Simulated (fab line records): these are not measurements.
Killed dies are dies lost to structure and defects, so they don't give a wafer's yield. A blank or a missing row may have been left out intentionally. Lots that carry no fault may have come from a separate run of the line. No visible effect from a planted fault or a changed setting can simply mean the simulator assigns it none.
What tool caused it? | flow gf180mcu | 18 wafers from 6 lots sampled at 4 of the route's 602 steps

WHAT EACH GAUGE READ, for each wafer
GF_V2_CD_MEAS_14: target cd 260 nm.
lot  | measured     | on        | cd-nm (nm)
L597 | day 21 19:58 | cd-sem-02 | 259.6 258.9 260.0
L602 | day 23 08:39 | cd-sem-02 | 252.9 252.4 252.7
L609 | day 26 01:05 | cd-sem-01 | 261.2 261.5 261.3
L611 | day 26 22:32 | cd-sem-02 | 260.9 259.7 260.0
L613 | day 27 04:43 | cd-sem-02 | 261.0 261.2 260.8
L616 | day 27 21:53 | cd-sem-01 | 260.4 259.3 258.6

EACH LOT AND THE TOOL THAT RAN IT (in order: tool; ch and the chambers of the sampled wafers; start)
lot  | GF_M2_SPUTTER_00             | GF_V2_CMP_04                  | GF_V2_PEB_12
L597 | pvd-sputter-04, day 19 17:53 | cmp-01 ch 0,2,3, day 20 19:28 | litho-track-04 ch 0, day 21 19:37
L602 | pvd-sputter-01, day 21 11:04 | cmp-01 ch 1,2,3, day 22 10:55 | litho-track-04 ch 0, day 23 08:20
L609 | pvd-sputter-01, day 24 03:52 | cmp-01 ch 1,2,3, day 25 03:19 | litho-track-04 ch 0, day 26 00:44
L611 | pvd-sputter-04, day 25 02:18 | cmp-01 ch 1,2, day 26 01:19   | litho-track-04 ch 0, day 26 22:11
L613 | pvd-sputter-03, day 25 09:38 | cmp-02 ch 1,2, day 26 07:59   | litho-track-04 ch 0, day 27 04:22
L616 | pvd-sputter-04, day 26 03:37 | cmp-01 ch 0,2, day 27 01:29   | litho-track-03 ch 0, day 27 21:32
- GF_M2_SPUTTER_00: material Ti, target thk 37.5 nm, time 150 s.
- GF_V2_CMP_04: polishes SiO2.
- GF_V2_PEB_12: peb time 90 s.

THE ANSWER, worked out from the rows above alone
Rule: usual is defined by the lots themselves. The widest of any qualifying gaps counts: lots, ordered by their means at a reading, are off when they make up no more than a third of the lots, leave a main group of 4 or more, and stand apart from it by 3 or more times the standard deviation of that group's means. A main group whose means are all the same, to the digits that the tables above print for the reading, isn't used. A lot without any number at a reading at which 4 lots or more have one is off too. The other lots that the step has rows for count as sound.
Off: L602 (GF_V2_CD_MEAS_14, cd-nm). For the main group the mean is 260.3 nm and the standard deviation 0.77.
A tool fits if, at a process step before that reading, it ran every lot that is off, and no sound lot after the first of them. The gauges at GF_V2_CD_MEAS_14 are tried like those tools. Not one of the candidates tried fits.

WHAT THE SIMULATOR HAD INSERTED
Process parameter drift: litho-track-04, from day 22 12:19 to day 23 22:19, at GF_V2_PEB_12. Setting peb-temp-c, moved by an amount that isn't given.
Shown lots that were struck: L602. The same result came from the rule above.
